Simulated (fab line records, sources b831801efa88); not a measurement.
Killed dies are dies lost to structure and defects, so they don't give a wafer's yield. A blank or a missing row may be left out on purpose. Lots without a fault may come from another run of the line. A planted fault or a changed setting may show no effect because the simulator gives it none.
Which tool did it? | flow gf180mcu | 12 lots, 36 wafers sampled, at 6 steps of a route of 602

WHAT THE GAUGES READ, wafer by wafer
GF_NSD_CD_MEAS_07: target cd 400 nm. Usual: cd_nm 399.8 nm, standard deviation 2.1.
lot  | measured     | on        | cd_nm (nm)        | flag
L674 | day 13 03:56 | cd_sem-01 | 397.9 398.5 399.9 |
L677 | day 14 13:19 | cd_sem-02 | 399.9 401.8 402.2 |
L679 | day 15 09:12 | cd_sem-01 | 398.6 400.5 400.2 |
L678 | day 15 11:51 | cd_sem-02 | 397.4 399.0 399.2 |
L681 | day 16 02:54 | cd_sem-02 | 396.0 396.8 396.3 |
L683 | day 17 06:45 | cd_sem-01 | 399.8 397.9 400.4 |
L685 | day 17 12:22 | cd_sem-01 | 403.0 404.0 404.0 |
L687 | day 18 05:16 | cd_sem-02 | 394.2 395.7 397.3 |
L691 | day 19 06:38 | cd_sem-02 | 401.0 401.6 401.4 |
L692 | day 19 17:30 | cd_sem-01 | 399.0 399.0 398.4 |
L693 | day 19 22:55 | cd_sem-01 | 399.3 398.0 398.7 |
L696 | day 20 21:36 | cd_sem-01 | 400.0 399.5 401.2 |

GF_PSD_RS_MEAS_14: measures by four-point-probe. Usual: NSD_RS 46.14 ohm/sq, standard deviation 0.077.
lot  | measured     | on            | NSD_RS (ohm/sq)   | flag
L674 | day 14 00:50 | film_metro-01 | 46.10 46.24 46.18 |
L677 | day 15 12:05 | film_metro-01 | 46.11 46.28 46.19 |
L679 | day 16 08:27 | film_metro-01 | 46.09 46.19 46.12 |
L678 | day 16 10:57 | film_metro-02 | 46.07 46.11 46.04 |
L681 | day 17 02:36 | film_metro-04 | 46.14 46.27 46.14 |
L683 | day 18 07:01 | film_metro-04 | 46.02 46.21 46.10 |
L685 | day 18 21:55 | film_metro-04 | 46.23 46.21 46.22 |
L687 | day 19 05:16 | film_metro-02 | 46.16 46.13 46.10 |
L691 | day 20 07:44 | film_metro-04 | 46.18 46.09 46.31 |
L692 | day 20 19:08 | film_metro-04 | 48.51 48.41 48.54 | OFF
L693 | day 20 23:44 | film_metro-01 | 48.56 48.68 48.68 | OFF
L696 | day 21 22:41 | film_metro-02 | 46.12 46.19 46.08 |

GF_PSD_RS_MEAS_15: measures by four-point-probe. Usual: PSD_RS 108.54 ohm/sq, standard deviation 0.28.
lot  | measured     | on            | PSD_RS (ohm/sq)      | flag
L674 | day 14 00:58 | film_metro-01 | 108.40 108.70 108.59 |
L677 | day 15 12:13 | film_metro-01 | 109.13 109.05 109.13 |
L679 | day 16 08:34 | film_metro-01 | 108.54 108.65 108.61 |
L678 | day 16 11:04 | film_metro-02 | 108.28 108.24 108.27 |
L681 | day 17 02:43 | film_metro-04 | 108.58 108.89 108.40 |
L683 | day 18 07:08 | film_metro-04 | 108.52 108.18 108.61 |
L685 | day 18 22:02 | film_metro-04 | 108.41 108.65 108.61 |
L687 | day 19 05:23 | film_metro-02 | 108.75 108.61 108.50 |
L691 | day 20 07:51 | film_metro-04 | 109.17 108.52 109.25 |
L692 | day 20 19:16 | film_metro-04 | 120.86 120.87 120.92 | OFF
L693 | day 20 23:52 | film_metro-01 | 121.02 121.13 121.33 | OFF
L696 | day 21 22:48 | film_metro-02 | 108.46 108.46 108.72 |

GF_SALICIDE_RS_MEAS_04: measures by four-point-probe. Usual: SALICIDE_TIN_RS 16.4 ohm/sq, standard deviation 0.31.
lot  | measured     | on            | SALICIDE_TIN_RS (ohm/sq) | flag
L674 | day 14 22:03 | film_metro-03 | 16.5 16.8 16.6           |
L677 | day 16 10:51 | film_metro-03 | 16.8 16.7 16.7           |
L679 | day 17 07:37 | film_metro-01 | 16.6 16.6 16.6           |
L678 | day 17 09:57 | film_metro-01 | 16.6 16.6 16.6           |
L681 | day 18 01:41 | film_metro-01 | 16.6 16.8 16.7           |
L683 | day 19 07:02 | film_metro-03 | 16.2 16.4 16.6           |
L685 | day 19 22:49 | film_metro-01 | 16.8 16.6 16.7           |
L687 | day 20 06:29 | film_metro-04 | 16.3 16.8 16.5           |
L691 | day 21 08:22 | film_metro-04 | 15.8 16.1 16.4           |
L692 | day 21 19:59 | film_metro-03 | 16.2 15.9 16.0           |
L693 | day 21 23:57 | film_metro-04 | 15.8 16.0 16.2           |
L696 | day 22 22:33 | film_metro-04 | 16.1 16.3 16.1           |

WHICH TOOL RAN EACH LOT (tool, then ch and the chambers of the sampled wafers, then the start)
lot  | GF_PSD_RTA_13                    | GF_SAB_STRIP_13
L674 | rtp_anneal-01 ch 0, day 14 00:45 | plasma_asher-01 ch 0,1, day 14 21:47
L677 | rtp_anneal-02 ch 0, day 15 12:01 | plasma_asher-01 ch 0,1, day 16 10:37
L679 | rtp_anneal-01 ch 0, day 16 08:22 | plasma_asher-01 ch 0,1, day 17 07:22
L678 | rtp_anneal-02 ch 0, day 16 10:52 | plasma_asher-01 ch 0,1, day 17 09:43
L681 | rtp_anneal-01 ch 0, day 17 02:26 | plasma_asher-04 ch 0,1, day 18 01:27
L683 | rtp_anneal-01 ch 0, day 18 06:56 | plasma_asher-03 ch 0,1, day 19 06:48
L685 | rtp_anneal-02 ch 0, day 18 21:50 | plasma_asher-01 ch 0,1, day 19 22:33
L687 | rtp_anneal-02 ch 0, day 19 05:10 | plasma_asher-01 ch 0, day 20 06:13
L691 | rtp_anneal-01 ch 0, day 20 07:38 | plasma_asher-01 ch 0,1, day 21 08:07
L692 | rtp_anneal-01 ch 0, day 20 19:03 | plasma_asher-03 ch 0,1, day 21 19:44
L693 | rtp_anneal-01 ch 0, day 20 23:39 | plasma_asher-03 ch 0,1, day 21 23:43
L696 | rtp_anneal-02 ch 0, day 21 22:36 | plasma_asher-01 ch 0,1, day 22 22:19
- GF_PSD_RTA_13: time 20 s.
- GF_SAB_STRIP_13: strips in O2/N2.

WHAT THE TOOLS THEMSELVES READ (means of the sampled wafers that have a number; where no wafer has one, the mark that the record gives instead)
GF_PSD_RTA_13. Usual: lamp_power_pct 35.1 %, standard deviation 2.5; wafer_temp_C_max 1028.5, standard deviation 1.2.
lot  | tool          | lamp_power_pct (%) | wafer_temp_C_max | flag
L674 | rtp_anneal-01 | 32.6               | 1027.7           |
L677 | rtp_anneal-02 | 37.6               | 1028.8           |
L679 | rtp_anneal-01 | 32.6               | 1027.6           |
L678 | rtp_anneal-02 | 37.6               | 1029.0           |
L681 | rtp_anneal-01 | 32.6               | 1028.5           |
L683 | rtp_anneal-01 | 32.6               | 1027.6           |
L685 | rtp_anneal-02 | 37.6               | 1029.7           |
L687 | rtp_anneal-02 | 37.6               | 1030.0           |
L691 | rtp_anneal-01 | 32.6               | 1027.6           |
L692 | rtp_anneal-01 | 31.0               | 1008.4           | OFF
L693 | rtp_anneal-01 | 31.0               | 1008.8           | OFF
L696 | rtp_anneal-02 | 37.6               | 1029.1           |

GF_SAB_STRIP_13. Usual: chamber_pressure_mTorr 1500.1 mTorr, standard deviation 1.4; drypump_motor_current_A 5.3 A, standard deviation 0.47; heater_power_w 307 W, standard deviation 44; o2_flow_sccm 3000 sccm, standard deviation 9.7; oes_product_au 0.710 a.u., standard deviation 0.0041; strip_time_to_endpoint_s 12.64 s, standard deviation 0.039.
lot  | tool            | chamber_pressure_mTorr (mTorr) | drypump_motor_current_A (A) | heater_power_w (W) | o2_flow_sccm (sccm) | oes_product_au (a.u.) | strip_time_to_endpoint_s (s) | flag
L674 | plasma_asher-01 | 1499.2                         | 5.1                         | 309                | 3000                | 0.713                 | 12.71                        |
L677 | plasma_asher-01 | 1498.1                         | 5.1                         | 304                | 3009                | 0.708                 | 12.62                        |
L679 | plasma_asher-01 | 1500.5                         | 5.4                         | 284                | 2999                | 0.709                 | 12.59                        |
L678 | plasma_asher-01 | 1500.7                         | 5.1                         | 307                | 3011                | 0.710                 | 12.67                        |
L681 | plasma_asher-04 | 1500.8                         | 5.6                         | 307                | 2997                | 0.712                 | 12.63                        |
L683 | plasma_asher-03 | 1500.8                         | 5.6                         | 403                | 3002                | 0.707                 | 12.65                        |
L685 | plasma_asher-01 | 1499.6                         | 5.1                         | 309                | 2993                | 0.703                 | 12.62                        |
L687 | plasma_asher-01 | 1499.4                         | 4.8                         | 325                | 3004                | 0.707                 | 12.63                        |
L691 | plasma_asher-01 | 1499.7                         | 5.4                         | 283                | 3000                | 0.713                 | 12.68                        |
L692 | plasma_asher-03 | 1499.9                         | 5.6                         | 359                | 3001                | 0.708                 | 12.64                        |
L693 | plasma_asher-03 | 1498.3                         | 5.6                         | 398                | 3002                | 0.710                 | 12.57                        |
L696 | plasma_asher-01 | 1501.3                         | 5.4                         | 285                | 2999                | 0.710                 | 12.64                        |

THE ANSWER, worked out from the rows above alone
Rule: a lot is off if the mean of its wafers that have a number lies more than 3 standard deviations from the usual mean. A lot without any number at a reading at which 4 lots or more have one is off too. The other lots that the step has rows for count as sound. The gauges are gone through in route order, then the tools' own readings, and for those a lot's mean is taken as printed above. The first step at which some lot is off is used, and at that step the reading that is off furthest; a lot without a number counts as furthest.
Off: L692, L693, at GF_PSD_RS_MEAS_14 (NSD_RS).
A tool fits if, at a process step before that reading, it ran every lot that is off, and no sound lot after the first of them. The gauges at GF_PSD_RS_MEAS_14 aren't tried: what is off there is off at GF_PSD_RTA_13 too, on other tools, and a gauge's error can't cause that. One fits: rtp_anneal-01 at GF_PSD_RTA_13. Its last sound lot is L691 (day 20 07:38), its first lot that is off L692 (day 20 19:03): a fault that began between those two fits.
The tool's own readings at GF_PSD_RTA_13 bear it out: on the lots that are off they differ by more than 5 times the standard deviation of the sound lots' means. wafer_temp_C_max reads 1008.6 there against 1028.6 on the sound lots.

WHAT THE SIMULATOR HAD PUT IN
Process parameter drift: rtp_anneal-01, from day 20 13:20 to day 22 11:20, at GF_PSD_RTA_13. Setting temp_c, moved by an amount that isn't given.
Lots struck among those shown: L692, L693. The rule above found the same.
